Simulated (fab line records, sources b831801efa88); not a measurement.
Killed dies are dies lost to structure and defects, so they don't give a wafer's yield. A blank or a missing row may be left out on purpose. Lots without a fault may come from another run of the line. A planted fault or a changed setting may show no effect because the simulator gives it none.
One fault seen from 2 desks | flow gf180mcu | each desk has only its own numbers; what lay behind them comes last

THE METROLOGY DESK
What the gauges read, lot by lot, whatever tool the lot ran on: means of the sampled wafers that have a number. A lot is out of limits, marked OUT, if its mean lies more than 4 standard deviations from the usual mean; the brackets give that distance.
Columns: A = cd_nm at GF_CONTACT_CD_MEAS_14, usual 220.0 nm; B = M1_ALCU_RS at GF_M1_RS_MEAS_05, usual 0.0695 ohm/sq; C = M1_ALCU_THK at GF_M1_THK_MEAS_06, usual 450 nm
lot  | first seen here | A     | B      | C
L366 | day 16 06:32    | 218.8 | 0.0701 | 448
L368 | day 16 23:47    | 219.5 | 0.0704 | 444
L369 | day 17 06:31    | 218.4 | 0.0697 | 448
L370 | day 17 20:25    | 220.9 | 0.0697 | 449
L371 | day 17 23:00    | 222.3 | 0.0693 | 451
L373 | day 18 13:04    | 220.5 | 0.0689 | 454
L374 | day 18 23:07    | 219.8 | 0.0698 | 449
L376 | day 20 00:35    | 221.9 | 0.0695 | 454
L381 | day 21 18:20    | 217.2 | 0.0686 | 454
L385 | day 22 20:36    | 219.2 | 0.0693 | 441
L386 | day 23 11:23    | 221.3 | 0.0682 | 455
This desk's finding: nothing out of limits on any of the 11 lots.

THE TOOL OWNER'S DESK: pvd_sputter-01
The tool's own readings at GF_M1_SPUTTER_04 (material TiN, target thk 50 nm, time 41.7 s): means of the sampled wafers that have a number, for each lot that ran on this tool. A lot is out of limits, marked OUT, if its mean lies more than 4 standard deviations from the usual mean; the brackets give that distance.
Columns: A = cathode_dc_power_W at GF_M1_SPUTTER_04, usual 6500.0 W; B = chamber_pressure_pa at GF_M1_SPUTTER_04, usual 0.4000 Pa; C = throttle_valve_pct at GF_M1_SPUTTER_04, usual 29.7 %
lot  | first seen here | A      | B      | C
L369 | day 17 08:06    | 6500.9 | 0.3992 | 29.2
L370 | day 17 22:44    | 6499.4 | 0.3997 | 30.5
L371 | day 18 00:29    | 6500.6 | 0.3999 | 29.4
L385 | day 22 22:11    | 6500.4 | 0.4006 | 29.6
This desk's finding: nothing out of limits on any of the 4 lots.

PUT TOGETHER
The metrology desk saw nothing out of limits.
The tool owner's desk saw nothing out of limits.

WHAT THE SIMULATOR HAD PUT IN
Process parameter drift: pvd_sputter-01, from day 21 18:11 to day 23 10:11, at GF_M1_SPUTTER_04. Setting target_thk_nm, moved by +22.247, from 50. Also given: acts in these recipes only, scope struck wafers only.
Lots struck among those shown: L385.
